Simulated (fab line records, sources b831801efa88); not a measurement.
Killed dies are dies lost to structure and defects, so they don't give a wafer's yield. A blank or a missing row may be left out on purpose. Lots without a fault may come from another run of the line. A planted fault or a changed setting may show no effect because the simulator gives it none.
Which tool did it? | flow sky130 | 15 lots, 45 wafers sampled, at 2 steps of a route of 708

WHAT THE GAUGES READ, wafer by wafer
SKY_POLY_GATE_CD_MEAS_22. Usual: cd_nm 149.6 nm, standard deviation 2.2.
lot  | measured     | on        | cd_nm (nm)        | flag
L236 | day 16 12:37 | cd_sem-01 | 147.8 148.5 146.9 |
L237 | day 16 12:39 | cd_sem-02 | 149.2 151.4 147.6 |
L240 | day 17 16:46 | cd_sem-01 | 148.0 146.8 148.4 |
L241 | day 18 02:37 | cd_sem-01 | 148.3 149.6 149.3 |
L242 | day 18 09:16 | cd_sem-02 | 151.6 152.7 149.5 |
L243 | day 19 05:50 | cd_sem-01 | 150.7 151.1 149.9 |
L244 | day 19 09:39 | cd_sem-02 | 152.8 154.9 152.6 |
L245 | day 20 06:32 | cd_sem-01 | 150.3 151.2 150.1 |
L246 | day 20 03:19 | cd_sem-01 | 149.3 150.7 151.6 |
L247 | day 21 12:38 | cd_sem-02 | 147.6 149.5 146.8 |
L250 | day 22 08:40 | cd_sem-02 | 147.5 150.5 151.9 |
L249 | day 22 09:48 | cd_sem-02 | 150.3 149.7 150.3 |
L251 | day 22 16:03 | cd_sem-02 | 147.0 148.0 147.3 |
L258 | day 24 13:29 | cd_sem-02 | 150.5 150.0 151.7 |
L259 | day 24 19:45 | cd_sem-01 | 146.1 147.3 147.8 |

WHICH TOOL RAN EACH LOT (tool, then ch and the chambers of the sampled wafers, then the start)
lot  | SKY_FIELD_ISO_CMP_27
L236 | cmp-01 ch 0,3, day 2 10:02
L237 | cmp-01 ch 0,1,3, day 2 15:59
L240 | cmp-02 ch 0,3, day 3 04:10
L241 | cmp-02 ch 0,1,3, day 3 11:18
L242 | cmp-02 ch 0,3, day 3 15:04
L243 | cmp-01 ch 0,1,3, day 3 21:35
L244 | cmp-01 ch 1,2, day 4 07:05
L245 | cmp-02 ch 0,1,2, day 4 10:56
L246 | cmp-02 ch 0,1, day 4 12:41
L247 | cmp-01 ch 0,1, day 5 02:30
L250 | cmp-02 ch 0,3, day 5 18:56
L249 | cmp-01 ch 0,1,2, day 5 19:05
L251 | cmp-01 ch 1,2, day 6 01:44
L258 | cmp-02 ch 0,1,3, day 7 03:12
L259 | cmp-02 ch 0,3, day 7 10:41
- SKY_FIELD_ISO_CMP_27: polishes, stops on Si3N4, t overpolish 16 s, target thk 457.8 nm.

WHAT THE TOOLS THEMSELVES READ (means of the sampled wafers that have a number; where no wafer has one, the mark that the record gives instead)
SKY_FIELD_ISO_CMP_27. Usual: motor_current_A 12.7 A, standard deviation 0.75; overpolish_run_s 16.000 s, standard deviation 0.01; time_to_endpoint_s 113 s, standard deviation 4.
lot  | tool   | motor_current_A (A) | overpolish_run_s (s) | time_to_endpoint_s (s) | flag
L236 | cmp-01 | 12.9                | 15.997               | 112                    |
L237 | cmp-01 | 13.1                | 16.005               | 116                    |
L240 | cmp-02 | 11.9                | 16.006               | 112                    |
L241 | cmp-02 | 12.4                | 15.988               | 108                    |
L242 | cmp-02 | 12.7                | 15.999               | 115                    |
L243 | cmp-01 | 13.4                | 16.003               | 115                    |
L244 | cmp-01 | 12.6                | 16.005               | 121                    |
L245 | cmp-02 | 12.9                | 15.999               | 112                    |
L246 | cmp-02 | 13.0                | 16.010               | 111                    |
L247 | cmp-01 | 12.6                | 15.997               | 119                    |
L250 | cmp-02 | 12.0                | 16.015               | 110                    |
L249 | cmp-01 | 12.4                | 16.001               | 113                    |
L251 | cmp-01 | 12.5                | 16.005               | 113                    |
L258 | cmp-02 | 12.7                | 15.993               | 113                    |
L259 | cmp-02 | 11.9                | 15.992               | 113                    |

THE ANSWER, worked out from the rows above alone
Rule: a lot is off if the mean of its wafers that have a number lies more than 3 standard deviations from the usual mean. A lot without any number at a reading at which 4 lots or more have one is off too. The other lots that the step has rows for count as sound. The gauges are gone through in route order, then the tools' own readings, and for those a lot's mean is taken as printed above. The first step at which some lot is off is used, and at that step the reading that is off furthest; a lot without a number counts as furthest.
No lot is off at any reading shown: from this, nothing can be told.

WHAT THE SIMULATOR HAD PUT IN
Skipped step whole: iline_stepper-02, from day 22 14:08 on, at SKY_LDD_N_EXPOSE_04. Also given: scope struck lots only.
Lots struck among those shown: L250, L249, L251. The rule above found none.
